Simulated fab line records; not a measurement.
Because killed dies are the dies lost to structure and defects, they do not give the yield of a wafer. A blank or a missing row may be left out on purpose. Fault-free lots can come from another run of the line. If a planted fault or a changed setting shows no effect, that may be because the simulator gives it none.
fab line records | flow gf180mcu | part 2 of 2: steps 26 to 35 of 35
record: lots: 5 | wafers: 15 | last-day: 33
route steps=602 shown CONTACT@294 M1@315
lots that met no fault: from a run of the same line without faults
start-h: start of the lot's first displayed wafer, in hours after the record's first day | wait-h: hours elapsed since this lot's preceding step | " the same as in the row above | L1.1+2: a single row standing in for several wafers | - no value present, or no start provided | * or withheld: withheld | < > ~ a bound
route shown NAME@n: names a module that has steps shown in the file, with the first one's number in the route | usual: mean and standard deviation over wafers with no fault | same: alike in all rows | chamber/n: place in a boat | sites: the reading at each site | _std_site: the values' standard deviation | _edge_site: inner sites' mean taken away from outer sites' mean | radius-mm: for every site, how far away it sits from the centre of the wafer | mask NAME#n: copy n | behind: the most recent tool/chamber to have shaped the wafer | hold: what put the lot on hold/how long, in hours/how the hold closed | device: the transistor (n, p or np) that didn't switch | end of line: tests run on the same wafers once the route is complete | a step given without rows: its recipe and nothing more | killed: the dies lost at the first sort to structure and to defects; this is not the yield of the wafer | map: the dies of a wafer, with x for killed, . for not killed, _ for no die there
set.NAME: the run value of the setting; set.NAME@STEP: its run value at that earlier step | model.NAME: the simulator's own value behind a step, which no gauge read
lots at selected steps of the route; one table per step, one row per wafer
services: from which hour (start-h, from the record's first day; less than 0 if before it) a tool's chamber was out of use, for how many hours, and why
== steps ==
step: GF_M1_SPUTTER_04
recipe: material: TiN | target-thk-nm: 50 | power-w: 6500 | time-s: 41.7 | chamber-pressure-pa: 0.4
usual: throttle-valve-pct: 30.2/1.3
same: time-s: 41.7
lot.wafer | tool           | chamber | start-h | wait-h | throttle-valve-pct
L075.1    | pvd-sputter-02 | -       | 373.45  | 0.0    | 31.2
L075.2    | "              | -       | "       | "      | 29.8
L075.4    | "              | -       | "       | "      | 32.9
L078.1    | pvd-sputter-02 | -       | 396.15  | 0.0    | 29.6
L078.4    | "              | -       | "       | "      | 32.9
L078.5    | "              | -       | "       | "      | 31.2
L082.1    | pvd-sputter-02 | -       | 427.88  | 0.0    | 31.2
L082.4    | "              | -       | "       | "      | 29.7
L082.5    | "              | -       | "       | "      | 29.7
L092.2    | pvd-sputter-02 | -       | 518.05  | 0.0    | 32.9
L092.5    | "              | -       | "       | "      | 29.9
L092.6    | "              | -       | "       | "      | 31.1
L094.3    | pvd-sputter-02 | -       | 538.82  | 0.0    | 31.2
L094.4    | "              | -       | "       | "      | 29.8
L094.5    | "              | -       | "       | "      | 31.2
step: GF_M1_RS_MEAS_05
recipe: thk-meas-gauge: four-point-probe | reads: TiN_of_M1_SPUTTER_04+Ti_of_M1_SPUTTER_03+AlCu_of_M1_SPUTTER_02+TiN_of_M1_SPUTTER_01+Ti_of_M1_SPUTTER_00
usual: M1_ALCU_RS: 0.0698/0.00058
lot.wafer | tool          | chamber | start-h | wait-h | M1_ALCU_RS[ohm/sq]
L075.1    | film-metro-03 | -       | 373.49  | 0.0    | 0.0699
L075.2    | "             | -       | "       | "      | 0.0701
L075.4    | "             | -       | "       | "      | 0.0697
L078.1    | film-metro-04 | -       | 396.18  | 0.0    | 0.0700
L078.4    | "             | -       | "       | "      | 0.0698
L078.5    | "             | -       | "       | "      | 0.0699
L082.1    | film-metro-04 | -       | 427.92  | 0.0    | 0.0697
L082.4    | "             | -       | "       | "      | 0.0697
L082.5    | "             | -       | "       | "      | 0.0701
L092.2    | film-metro-01 | -       | 518.11  | 0.0    | 0.0694
L092.5    | "             | -       | "       | "      | 0.0697
L092.6    | "             | -       | "       | "      | 0.0698
L094.3    | film-metro-01 | -       | 538.90  | 0.1    | 0.0695
L094.4    | "             | -       | "       | "      | 0.0698
L094.5    | "             | -       | "       | "      | 0.0696
step: GF_M1_THK_MEAS_06
recipe: thk-meas-gauge: xrf | reads: AlCu_of_M1_SPUTTER_02
usual: M1_ALCU_THK: 446/4.2
lot.wafer | tool          | chamber | start-h | wait-h | M1_ALCU_THK[nm]
L075.1    | film-metro-03 | -       | 373.61  | 0.1    | 446
L075.2    | "             | -       | "       | "      | 445
L075.4    | "             | -       | "       | "      | 445
L078.1    | film-metro-04 | -       | 396.30  | 0.1    | 447
L078.4    | "             | -       | "       | "      | 449
L078.5    | "             | -       | "       | "      | 449
L082.1    | film-metro-04 | -       | 428.04  | 0.1    | 448
L082.4    | "             | -       | "       | "      | 448
L082.5    | "             | -       | "       | "      | 446
L092.2    | film-metro-01 | -       | 518.22  | 0.1    | 448
L092.5    | "             | -       | "       | "      | 444
L092.6    | "             | -       | "       | "      | 444
L094.3    | film-metro-01 | -       | 539.00  | 0.1    | 443
L094.4    | "             | -       | "       | "      | 441
L094.5    | "             | -       | "       | "      | 442
step: GF_M1_DEHYDRATE_07
recipe: temp-c: 200 | time-s: 60
usual: chill-plate-temp-C: 23.05/0.11
same: time-s: 60
lot.wafer | tool           | chamber | start-h | wait-h | chill-plate-temp-C
L075.1    | litho-track-01 | 0       | 384.40  | 10.8   | 23.00
L075.2    | "              | 0       | "       | "      | 23.06
L075.4    | "              | 0       | "       | "      | 23.04
L078.1    | litho-track-02 | 0       | 406.67  | 10.4   | 23.13
L078.4    | "              | 0       | "       | "      | 23.07
L078.5    | "              | 0       | "       | "      | 23.01
L082.1    | litho-track-02 | 0       | 439.22  | 11.2   | 22.88
L082.4    | "              | 0       | "       | "      | 22.94
L082.5    | "              | 0       | "       | "      | 22.80
L092.2    | litho-track-01 | 0       | 529.08  | 10.9   | 23.02
L092.5    | "              | 0       | "       | "      | 22.98
L092.6    | "              | 0       | "       | "      | 23.06
L094.3    | litho-track-01 | 0       | 549.95  | 10.9   | 22.84
L094.4    | "              | 0       | "       | "      | 23.01
L094.5    | "              | 0       | "       | "      | 22.75
step: GF_M1_HMDS_08
recipe: prime-time-s: 60 | prime-temp-c: 120
usual: chill-plate-temp-C: 22.99/0.095
lot.wafer | tool           | chamber | start-h | wait-h | chill-plate-temp-C
L075.1    | litho-track-01 | 0       | 384.55  | 0.1    | 23.08
L075.2    | "              | 0       | "       | "      | 23.13
L075.4    | "              | 0       | "       | "      | 22.99
L078.1    | litho-track-02 | 0       | 406.82  | 0.1    | 22.99
L078.4    | "              | 0       | "       | "      | 22.96
L078.5    | "              | 0       | "       | "      | 22.91
L082.1    | litho-track-02 | 0       | 439.37  | 0.1    | 23.18
L082.4    | "              | 0       | "       | "      | 23.00
L082.5    | "              | 0       | "       | "      | 23.03
L092.2    | litho-track-01 | 0       | 529.23  | 0.1    | 22.91
L092.5    | "              | 0       | "       | "      | 23.00
L092.6    | "              | 0       | "       | "      | 22.99
L094.3    | litho-track-01 | 0       | 550.10  | 0.1    | 23.02
L094.4    | "              | 0       | "       | "      | 22.99
L094.5    | "              | 0       | "       | "      | 23.00
step: GF_M1_COAT_09
recipe: resist: KrF | spin-rpm: withheld | resist-thk-nm: 1000
usual: chill-plate-temp-C: 23.01/0.11
lot.wafer | tool           | chamber | start-h | wait-h | chill-plate-temp-C
L075.1    | litho-track-01 | 0       | 384.70  | 0.1    | 22.88
L075.2    | "              | 0       | "       | "      | 22.98
L075.4    | "              | 0       | "       | "      | 23.06
L078.1    | litho-track-02 | 0       | 406.97  | 0.1    | 22.86
L078.4    | "              | 0       | "       | "      | 23.12
L078.5    | "              | 0       | "       | "      | 22.80
L082.1    | litho-track-02 | 0       | 439.52  | 0.1    | 22.99
L082.4    | "              | 0       | "       | "      | 23.05
L082.5    | "              | 0       | "       | "      | 22.95
L092.2    | litho-track-01 | 0       | 529.38  | 0.1    | 23.05
L092.5    | "              | 0       | "       | "      | 23.09
L092.6    | "              | 0       | "       | "      | 22.98
L094.3    | litho-track-01 | 0       | 550.25  | 0.1    | 23.08
L094.4    | "              | 0       | "       | "      | 23.19
L094.5    | "              | 0       | "       | "      | 23.13
step: GF_M1_SOFTBAKE_10
recipe: temp-c: 130 | time-s: 60 | resist: KrF
usual: chill-plate-temp-C: 22.99/0.099
same: time-s: 60
lot.wafer | tool           | chamber | start-h | wait-h | chill-plate-temp-C
L075.1    | litho-track-01 | 0       | 384.85  | 0.1    | 22.99
L075.2    | "              | 0       | "       | "      | 22.83
L075.4    | "              | 0       | "       | "      | 22.87
L078.1    | litho-track-02 | 0       | 407.12  | 0.1    | 22.88
L078.4    | "              | 0       | "       | "      | 22.89
L078.5    | "              | 0       | "       | "      | 22.91
L082.1    | litho-track-02 | 0       | 439.67  | 0.1    | 22.99
L082.4    | "              | 0       | "       | "      | 23.12
L082.5    | "              | 0       | "       | "      | 23.04
L092.2    | litho-track-01 | 0       | 529.53  | 0.1    | 23.01
L092.5    | "              | 0       | "       | "      | 22.99
L092.6    | "              | 0       | "       | "      | 22.96
L094.3    | litho-track-01 | 0       | 550.40  | 0.1    | 23.01
L094.4    | "              | 0       | "       | "      | 23.04
L094.5    | "              | 0       | "       | "      | 23.14
step: GF_M1_EXPOSE_11
recipe: mask-id: Metal1 | target-cd-nm: 230 | na: 0.68 | source-shape: conventional | sigma-outer: 0.6 | dose-mj: 28
same: na: 0.68
lot.wafer  | tool           | chamber | start-h | wait-h | mask
L075.1+2+4 | krf-scanner-01 | 0       | -       | -      | Metal1#0
L078.1+4+5 | krf-scanner-01 | 0       | -       | -      | Metal1#0
L082.1+4+5 | krf-scanner-01 | 0       | -       | -      | Metal1#0
L092.2+5+6 | krf-scanner-01 | 0       | -       | -      | Metal1#0
L094.3+4+5 | krf-scanner-01 | 0       | -       | -      | Metal1#0
step: GF_M1_PEB_12
recipe: peb-temp-c: 135 | peb-time-s: 92.22 | resist: KrF
usual: chill-plate-temp-C: 23.01/0.096 | plate-sensor-t-centre-C: 136.13/0.011 | plate-sensor-t-edge-C: 136.29/0.0096
lot.wafer | tool           | chamber | start-h | wait-h | chill-plate-temp-C | plate-sensor-t-centre-C | plate-sensor-t-edge-C
L075.1    | litho-track-02 | 0       | -       | -      | 23.03              | 136.13                  | 136.27
L075.2    | "              | 0       | "       | "      | 23.12              | 136.1                   | 136.31
L075.4    | "              | 0       | "       | "      | 22.98              | 136.13                  | 136.29
L078.1    | litho-track-03 | 0       | -       | -      | 22.96              | 136.14                  | 136.29
L078.4    | "              | 0       | "       | "      | 23.12              | 136.13                  | 136.29
L078.5    | "              | 0       | "       | "      | 23.06              | 136.14                  | 136.3
L082.1    | litho-track-02 | 0       | -       | -      | 23.15              | 136.13                  | 136.3
L082.4    | "              | 0       | "       | "      | 23.18              | 136.13                  | 136.3
L082.5    | "              | 0       | "       | "      | 23.20              | 136.11                  | 136.29
L092.2    | litho-track-03 | 0       | -       | -      | 23.07              | 136.12                  | 136.29
L092.5    | "              | 0       | "       | "      | 23.07              | 136.11                  | 136.29
L092.6    | "              | 0       | "       | "      | 23.07              | 136.12                  | 136.27
L094.3    | litho-track-02 | 0       | -       | -      | 23.04              | 136.13                  | 136.3
L094.4    | "              | 0       | "       | "      | 23.04              | 136.12                  | 136.28
L094.5    | "              | 0       | "       | "      | 22.99              | 136.14                  | 136.3
step: GF_M1_DEVELOP_13
recipe: develop-time-s: 60 | dev-temp-c: 21
usual: chill-plate-temp-C: 23.03/0.11
lot.wafer | tool           | chamber | start-h | wait-h | chill-plate-temp-C
L075.1    | litho-track-02 | 0       | 396.32  | 0.2    | 23.01
L075.2    | "              | 0       | "       | "      | 22.91
L075.4    | "              | 0       | "       | "      | 22.85
L078.1    | litho-track-03 | 0       | 418.37  | 0.2    | 22.96
L078.4    | "              | 0       | "       | "      | 23.10
L078.5    | "              | 0       | "       | "      | 22.95
L082.1    | litho-track-02 | 0       | 451.87  | 0.2    | 23.22
L082.4    | "              | 0       | "       | "      | 23.18
L082.5    | "              | 0       | "       | "      | 23.27
L092.2    | litho-track-03 | 0       | 540.19  | 0.2    | 22.92
L092.5    | "              | 0       | "       | "      | 22.99
L092.6    | "              | 0       | "       | "      | 23.16
L094.3    | litho-track-02 | 0       | 560.77  | 0.1    | 23.12
L094.4    | "              | 0       | "       | "      | 23.11
L094.5    | "              | 0       | "       | "      | 23.04
== services ==
tool            | chamber | start-h | hours | kind
krf-scanner-01  | -       | 349.03  | 1.3   | pm
pvd-sputter-04  | -       | 359.09  | 1.0   | repair
krf-scanner-01  | -       | 369.44  | 3.6   | pm
krf-scanner-02  | -       | 381.23  | 0.8   | pm
cmp-01          | -       | 387.21  | 1.0   | repair
krf-scanner-01  | -       | 401.17  | 0.1   | repair
pvd-sputter-04  | -       | 413.29  | 8.1   | repair
krf-scanner-01  | -       | 432.23  | 2.4   | repair
rie-diel-03     | 2       | 436.11  | 6.1   | repair
plasma-asher-01 | -       | 440.60  | 0.4   | repair
krf-scanner-02  | -       | 443.53  | 1.0   | pm
krf-scanner-02  | -       | 448.72  | 0.3   | repair
rie-diel-03     | -       | 449.06  | 14.6  | pm
krf-scanner-01  | -       | 452.25  | 1.0   | pm
cmp-01          | -       | 454.58  | 5.0   | pm
krf-scanner-01  | -       | 461.59  | 0.8   | pm
krf-scanner-01  | -       | 480.35  | 5.0   | repair
rie-diel-03     | -       | 491.40  | 0.6   | repair
krf-scanner-01  | -       | 493.85  | 0.2   | repair
wet-bench-04    | -       | 495.70  | 4.4   | pm
wet-bench-02    | -       | 501.03  | 0.9   | repair
rie-diel-03     | -       | 514.06  | 0.5   | repair
krf-scanner-01  | -       | 524.93  | 1.3   | pm
pvd-sputter-04  | -       | 535.79  | 6.6   | repair
